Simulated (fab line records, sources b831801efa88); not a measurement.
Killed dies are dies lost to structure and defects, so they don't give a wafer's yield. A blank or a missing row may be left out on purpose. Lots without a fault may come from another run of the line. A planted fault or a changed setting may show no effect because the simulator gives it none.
fab line records | flow sky130 | part 2 of 2: steps 30 to 39 of 39
record lots=5 wafers=15 last_day=51
route steps=708 shown SD_P@324 RES_XHIGH@332 SD_N@342 SALICIDE@361 LI_CONTACT@362
lots that met no fault: from a run of the same line without faults
start_h: hours from the record's first day to the start of the lot's first wafer shown | wait_h: hours since the lot's step before | " the same as in the row above | L1.1+2: a row that stands for several wafers | - no value, or no start given | * or withheld: withheld | < > ~ a bound
route shown NAME@n: a module of which the file shows steps, and the number in the route of the first | usual: mean/standard deviation of fault-free wafers | same: alike in all rows | chamber/n: place in a boat | sites: the reading at each site | _std_site: their standard deviation | _edge_site: outer sites' mean less inner sites' | radius_mm: how far each site lies from the wafer's centre | mask NAME#n: copy n | behind: the tool/chamber that last shaped the wafer | hold: why the lot was held/for how many hours/how that ended | device: the transistor (n, p or np) that didn't switch | end of line: the same wafers' tests at the end of the route | a step without rows: its recipe alone | killed: dies lost to structure and defects at the first sort, not the wafer's yield | map: a wafer's dies, x killed, . not, _ none there
set.NAME: the setting as run; set.NAME@STEP: as run at that earlier step | model.NAME: the simulator's own value behind a step, which no gauge read
lots at some steps of the route; a table a step, a row a wafer
services: from which hour (start_h, from the record's first day; less than 0 if before it) a tool's chamber was out of use, for how many hours, and why
## steps
# step SKY_SD_N_STRIP_11
# recipe chemistry=O2/N2 power_w=1400 pressure_mtorr=1500 platen_temp_c=withheld o2_flow_sccm=3000 n2_flow_sccm=300 overash_fraction=0.5
# usual drypump_motor_current_A=5.47/0.3 oes_product_au=0.528/0.0047 strip_time_to_endpoint_s=22.56/0.042
# columns lot.wafer tool chamber start_h wait_h drypump_motor_current_A oes_product_au rf_hours_counter_h strip_time_to_endpoint_s
L084.1 plasma_asher-03 0 745.52 0.1 5.33 0.529 59 22.55
L084.4 " 0 " " 5.31 0.520 - 22.60
L084.5 " 1 " " 5.22 0.533 - 22.55
L086.1 plasma_asher-03 0 757.82 0.1 5.32 0.529 60 22.55
L086.3 " 1 " " 5.22 0.533 - 22.53
L086.5 " 0 " " 5.33 0.527 - 22.54
L093.2 plasma_asher-01 1 811.82 0.1 5.74 0.530 37 22.58
L093.4 " 0 " " 5.18 0.524 - 22.58
L093.5 " 1 " " 5.73 0.533 - 22.52
L095.2 plasma_asher-03 0 831.35 0.1 5.33 0.529 68 22.53
L095.3 " 0 " " 5.33 0.526 - 22.53
L095.5 " 0 " " 5.32 0.524 - 22.57
L096.1 plasma_asher-03 0 833.00 0.1 5.32 0.536 68 22.62
L096.2 " 1 " " 5.23 0.534 68 22.61
L096.4 " 1 " " 5.22 0.517 - 22.65
# step SKY_SD_N_TW_MEAS_12
# usual SD_N_TW=3976/42
# columns lot.wafer tool chamber start_h wait_h SD_N_TW
L084.1 film_metro-01 - 745.62 0.1 3919
L084.4 " - " " 3908
L084.5 " - " " 3917
L086.1 film_metro-01 - 757.92 0.1 3911
L086.3 " - " " 3911
L086.5 " - " " 3904
L093.2 film_metro-04 - 811.93 0.1 4044
L093.4 " - " " 4027
L093.5 " - " " 4029
L095.2 film_metro-01 - 831.46 0.1 3923
L095.3 " - " " 3927
L095.5 " - " " 3913
L096.1 film_metro-04 - 833.10 0.1 4004
L096.2 " - " " 4012
L096.4 " - " " 4035
# step SKY_SD_N_CLEAN_13
# recipe chemistry=SC1/SC2 mix=1:4:20 temp_c=70 time_s=150 dry=n2_spin
# usual temp_c=70.00/0.12
# columns lot.wafer tool chamber start_h wait_h temp_c
L084.1 wet_bench-04 3 745.68 0.1 69.94
L084.4 " 3 " " 69.81
L084.5 " 3 " " 69.86
L086.1 wet_bench-04 2 757.98 0.1 70.13
L086.3 " 2 " " 69.82
L086.5 " 2 " " 69.99
L093.2 wet_bench-03 1 811.98 0.0 70.10
L093.4 " 1 " " 70.29
L093.5 " 1 " " 70.18
L095.2 wet_bench-03 3 831.51 0.0 70.12
L095.3 " 3 " " 70.07
L095.5 " 3 " " 70.01
L096.1 wet_bench-02 2 833.16 0.1 69.85
L096.2 " 2 " " 69.92
L096.4 " 2 " " 70.04
# step SKY_SD_N_RTA_14
# recipe temp_c=1075 time_s=2 idle_temp_c=650 ramp_up_c_per_s=150 ramp_down_c_per_s=90 ambient=N2
# usual lamp_power_pct=15.74/0.058 wafer_temp_C_max=1078.1/1.3
# columns lot.wafer tool chamber start_h wait_h lamp_power_pct wafer_temp_C_max
L084.1 rtp_anneal-01 0 745.73 0.0 15.70 1079.9
L084.4 " 0 " " 15.72 1076.1
L084.5 " 0 " " 15.70 1078.3
L086.1 rtp_anneal-01 0 758.03 0.0 15.69 1080.1
L086.3 " 0 " " 15.68 1076.4
L086.5 " 0 " " 15.70 1079.9
L093.2 rtp_anneal-02 0 812.04 0.0 15.72 1076.9
L093.4 " 0 " " 15.79 1077.9
L093.5 " 0 " " 15.69 1079.0
L095.2 rtp_anneal-02 0 831.57 0.0 15.67 1076.5
L095.3 " 0 " " 15.85 1078.4
L095.5 " 0 " " 15.83 1078.9
L096.1 rtp_anneal-01 0 833.21 0.0 15.76 1080.0
L096.2 " 0 " " 15.74 1080.6
L096.4 " 0 " " 15.85 1075.5
# step SKY_SD_N_RS_MEAS_16
# recipe thk_meas_gauge=four-point-probe
# usual SD_N_RS=68.63/0.12
# columns lot.wafer tool chamber start_h wait_h SD_N_RS[ohm/sq]
L084.1 film_metro-04 - 745.90 0.1 68.42
L084.4 " - " " 68.51
L084.5 " - " " 68.73
L086.1 film_metro-04 - 758.21 0.1 68.54
L086.3 " - " " 68.47
L086.5 " - " " 68.68
L093.2 film_metro-01 - 812.23 0.1 68.57
L093.4 " - " " 68.54
L093.5 " - " " 68.81
L095.2 film_metro-01 - 831.76 0.1 68.61
L095.3 " - " " 68.69
L095.5 " - " " 68.46
L096.1 film_metro-03 - 833.39 0.1 68.52
L096.2 " - " " 68.69
L096.4 " - " " 68.57
# step SKY_SD_N_RS_MEAS_17
# recipe thk_meas_gauge=four-point-probe
# usual SD_P_RS=147.2/0.37
# columns lot.wafer tool chamber start_h wait_h SD_P_RS[ohm/sq]
L084.1 film_metro-04 - 746.02 0.1 147.1
L084.4 " - " " 147.2
L084.5 " - " " 147.4
L086.1 film_metro-04 - 758.33 0.1 146.9
L086.3 " - " " 146.4
L086.5 " - " " 146.9
L093.2 film_metro-01 - 812.35 0.1 147.3
L093.4 " - " " 146.8
L093.5 " - " " 147.5
L095.2 film_metro-01 - 831.88 0.1 147.0
L095.3 " - " " 147.5
L095.5 " - " " 147.5
L096.1 film_metro-03 - 833.51 0.1 147.0
L096.2 " - " " 147.4
L096.4 " - " " 147.4
# step SKY_SD_N_RS_MEAS_18
# recipe thk_meas_gauge=four-point-probe
# usual RES_XHIGH_RS=335.9/1.1
# columns lot.wafer tool chamber start_h wait_h RES_XHIGH_RS[ohm/sq]
L084.1 film_metro-04 - 746.14 0.1 337.4
L084.4 " - " " 337.0
L084.5 " - " " 336.5
L086.1 film_metro-04 - 758.45 0.1 334.0
L086.3 " - " " 334.2
L086.5 " - " " 333.0
L093.2 film_metro-01 - 812.47 0.1 335.0
L093.4 " - " " 334.4
L093.5 " - " " 334.4
L095.2 film_metro-01 - 832.00 0.1 336.7
L095.3 " - " " 334.4
L095.5 " - " " 335.6
L096.1 film_metro-03 - 833.63 0.1 336.7
L096.2 " - " " 336.8
L096.4 " - " " 336.7
# step SKY_SALICIDE_CLEAN_00
# recipe chemistry=HF-last time_s=30 dilution=100:1 dry=ipa_marangoni
# columns lot.wafer tool chamber start_h wait_h
L084.1+4+5 wet_bench-01 0 746.26 0.1
L086.1+3+5 wet_bench-03 2 758.57 0.1
L093.2+4+5 wet_bench-03 3 812.57 0.1
L095.2+3+5 wet_bench-01 1 832.10 0.1
L096.1+2+4 wet_bench-01 3 833.75 0.1
# step SKY_LI_CONTACT_HDPCVD_00
# recipe material=PSG target_thk_nm=930 sigma_open_frac=0.3 time_s=153 temp_c=600 sih4_flow_sccm=60 pressure_mtorr=6
# columns lot.wafer tool chamber start_h wait_h
L084.1+4+5 hdpcvd-02 2,1,2 746.28 0.0
L086.1+3+5 hdpcvd-02 2,0,2 758.58 0.0
L093.2+4+5 hdpcvd-02 1,1,0 812.58 0.0
L095.2+3+5 hdpcvd-02 1,2,1 832.11 0.0
L096.1+2+4 hdpcvd-01 0,1,0 833.76 0.0
# step SKY_LI_CONTACT_THK_MEAS_01
# recipe reads=PSG_of_LI_CONTACT_HDPCVD_00
# usual LI_CONTACT_HDPCVD_THK=918/7.9
# columns lot.wafer tool chamber start_h wait_h LI_CONTACT_HDPCVD_THK[nm]
L084.1 film_metro-03 - 746.38 0.1 911
L084.4 " - " " 909
L084.5 " - " " 923
L086.1 film_metro-03 - 758.69 0.1 916
L086.3 " - " " 923
L086.5 " - " " 919
L093.2 film_metro-03 - 812.70 0.1 914
L093.4 " - " " 905
L093.5 " - " " 908
L095.2 film_metro-03 - 832.23 0.1 932
L095.3 " - " " 925
L095.5 " - " " 934
L096.1 film_metro-01 - 833.87 0.1 921
L096.2 " - " " 916
L096.4 " - " " 907
## services
# columns tool chamber start_h hours kind
implanter-04 - 656.61 2.4 repair
iline_stepper-02 - 681.00 5.2 repair
iline_stepper-02 - 687.91 1.7 pm
implanter-03 - 690.41 1.9 repair
wet_bench-03 - 692.02 43.1 pm
hdpcvd-02 - 694.81 3.1 repair
implanter-03 - 694.83 4.3 pm
implanter-02 - 696.37 2.9 repair
plasma_asher-01 - 696.50 1.5 repair
implanter-03 - 704.50 1.1 repair
iline_stepper-02 - 712.65 5.2 repair
implanter-03 - 716.91 3.2 pm
hdpcvd-02 2 724.81 13.0 repair
wet_bench-01 - 725.09 1.5 repair
plasma_asher-04 - 733.75 9.0 pm
plasma_asher-01 - 753.08 14.6 pm
plasma_asher-04 - 762.01 3.9 repair
plasma_asher-03 - 765.50 1.9 repair
implanter-01 - 765.77 5.2 pm
wet_bench-04 - 780.89 22.9 repair
implanter-04 - 786.30 6.0 pm
plasma_asher-03 - 789.00 0.8 repair
implanter-01 - 797.72 2.3 repair
implanter-02 - 817.89 3.2 pm
